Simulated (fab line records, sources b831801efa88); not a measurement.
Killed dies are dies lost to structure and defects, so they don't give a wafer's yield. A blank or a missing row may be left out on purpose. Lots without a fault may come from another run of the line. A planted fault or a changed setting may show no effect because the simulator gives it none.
Chamber matching | flow gf180mcu | GF_V4_CMP_04 on cmp-01: 4 sister chambers
The step polishes SiO2. 14 wafers are shown with their chamber, then 7 later ones without.

WAFERS WITH THEIR CHAMBER
wafer  | chamber | motor_current_A (A) | time_to_endpoint_s (s)
L325.2 | 2       | 11.3                | 79
L325.4 | 1       | 10.3                | 84
L325.6 | 2       | 12.1                | 89
L327.3 | 0       | 12.5                | 72
L327.4 | 3       | 11.9                | 74
L327.6 | 1       | 11.0                | 83
L340.1 | 3       | 12.7                | 80
L340.2 | 0       | 11.9                | 74
L340.5 | 0       | 11.8                | 85
L341.2 | 1       | 10.0                | 81
L341.5 | 3       | 12.9                | 86
L341.6 | 2       | 11.7                | 86
L343.4 | 1       | 10.4                | 78
L343.5 | 3       | 12.6                | 73

SIGNATURES (means of the wafers above)
reading            | chamber 0 | chamber 1 | chamber 2 | chamber 3 | scatter within a chamber
motor_current_A    | 12.067    | 10.425    | 11.700    | 12.525    | 0.413
time_to_endpoint_s | 77.00     | 81.50     | 84.67     | 78.25     | 5.3
Rule: a wafer's distance from a chamber is the root of the sum, over the readings, of the square of ((its reading less the chamber's mean) divided by the reading's scatter). The wafer belongs to the nearest chamber; if the next one is less than 2 further off, it can't be placed. The scatter: the root of (the sum of the squares of (reading less its chamber's mean) over the shown wafers, divided by (wafers less chambers)).

WAFERS WITHOUT THEIR CHAMBER
wafer  | motor_current_A (A) | time_to_endpoint_s (s)
L343.6 | 12.2                | 68
L346.2 | 13.0                | 72
L346.3 | 10.6                | 73
L346.6 | 12.1                | 78
L348.3 | 10.5                | 74
L348.5 | 12.4                | 80
L348.6 | 12.4                | 82

WHICH CHAMBER EACH WENT THROUGH
wafer  | from the rows above          | in truth
L343.6 | can't be placed: 0 or 3 or 2 | 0
L346.2 | can't be placed: 3 or 0      | 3
L346.3 | can't be placed: 1 or 2 or 0 | 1
L346.6 | can't be placed: 0 or 3 or 2 | 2
L348.3 | 1                            | 1
L348.5 | can't be placed: 3 or 0 or 2 | 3
L348.6 | can't be placed: 3 or 0 or 2 | 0
Placed correctly: 1 of 7. Can't be placed from these rows: 6 (the true chamber is among the candidates in 6). Placed wrongly: 0.
